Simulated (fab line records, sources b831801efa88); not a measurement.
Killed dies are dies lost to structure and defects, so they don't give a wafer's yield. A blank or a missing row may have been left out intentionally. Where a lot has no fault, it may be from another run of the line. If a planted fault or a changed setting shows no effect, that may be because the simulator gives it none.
Chamber matching || flow sky130 || SKY_VIA2_CMP_02 on cmp-02: 4 sister chambers
The step polishes SiO2. 8 wafers are shown with their chamber, then 12 later ones without.

## WAFERS, EACH WITH ITS CHAMBER
{"wafer": "L081.1", "chamber": 3, "motor-current-A (A)": 11.7}
{"wafer": "L084.3", "chamber": 2, "motor-current-A (A)": 11.6}
{"wafer": "L085.1", "chamber": 2, "motor-current-A (A)": 11.5}
{"wafer": "L085.2", "chamber": 0, "motor-current-A (A)": 11.4}
{"wafer": "L085.3", "chamber": 1, "motor-current-A (A)": 11.4}
{"wafer": "L086.1", "chamber": 1, "motor-current-A (A)": 12.1}
{"wafer": "L086.4", "chamber": 3, "motor-current-A (A)": 12.3}
{"wafer": "L086.5", "chamber": 0, "motor-current-A (A)": 11.4}

## WAFERS MISSING THEIR CHAMBER
{"wafer": "L088.1", "motor-current-A (A)": 11.7}
{"wafer": "L088.3", "motor-current-A (A)": 11.2}
{"wafer": "L088.5", "motor-current-A (A)": 11.7}
{"wafer": "L091.1", "motor-current-A (A)": 11.9}
{"wafer": "L091.3", "motor-current-A (A)": 11.5}
{"wafer": "L091.6", "motor-current-A (A)": 11.9}
{"wafer": "L092.1", "motor-current-A (A)": 11.3}
{"wafer": "L092.5", "motor-current-A (A)": 11.1}
{"wafer": "L092.6", "motor-current-A (A)": 11.7}
{"wafer": "L094.2", "motor-current-A (A)": 11.8}
{"wafer": "L094.5", "motor-current-A (A)": 11.3}
{"wafer": "L094.6", "motor-current-A (A)": 11.9}

## EACH ONE'S CHAMBER
{"wafer": "L088.1", "from the rows above": "can't be placed: 1 or 2 or 0 or 3", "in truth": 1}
{"wafer": "L088.3", "from the rows above": "can't be placed: 0 or 2 or 1 or 3", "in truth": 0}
{"wafer": "L088.5", "from the rows above": "can't be placed: 1 or 2 or 0 or 3", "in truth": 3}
{"wafer": "L091.1", "from the rows above": "can't be placed: 3 or 1 or 2 or 0", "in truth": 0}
{"wafer": "L091.3", "from the rows above": "can't be placed: 2 or 0 or 1 or 3", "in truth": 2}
{"wafer": "L091.6", "from the rows above": "can't be placed: 3 or 1 or 2 or 0", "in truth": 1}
{"wafer": "L092.1", "from the rows above": "can't be placed: 0 or 2 or 1 or 3", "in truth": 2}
{"wafer": "L092.5", "from the rows above": "can't be placed: 0 or 2 or 1 or 3", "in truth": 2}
{"wafer": "L092.6", "from the rows above": "can't be placed: 1 or 2 or 0 or 3", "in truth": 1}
{"wafer": "L094.2", "from the rows above": "can't be placed: 1 or 3 or 2 or 0", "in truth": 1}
{"wafer": "L094.5", "from the rows above": "can't be placed: 0 or 2 or 1 or 3", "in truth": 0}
{"wafer": "L094.6", "from the rows above": "can't be placed: 3 or 1 or 2 or 0", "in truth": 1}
Correctly placed: 0 of 12. Unplaceable from these rows: 12, with the true chamber sitting among the candidates in 12. Wrongly placed: 0.
How it was worked out, from the rows above alone: a wafer's distance from a chamber is the root of the sum, over the readings, of the square of ((its reading less the chamber's mean) divided by the reading's scatter). If the next closest chamber is less than 2 further off than the closest, the wafer can't be placed; otherwise it belongs to the closest. The mean given for a chamber averages the wafers shown for that chamber. The scatter: take each reading less its chamber's mean, square it, sum over the shown wafers, divide by the number of wafers less the number of chambers, and take the root.
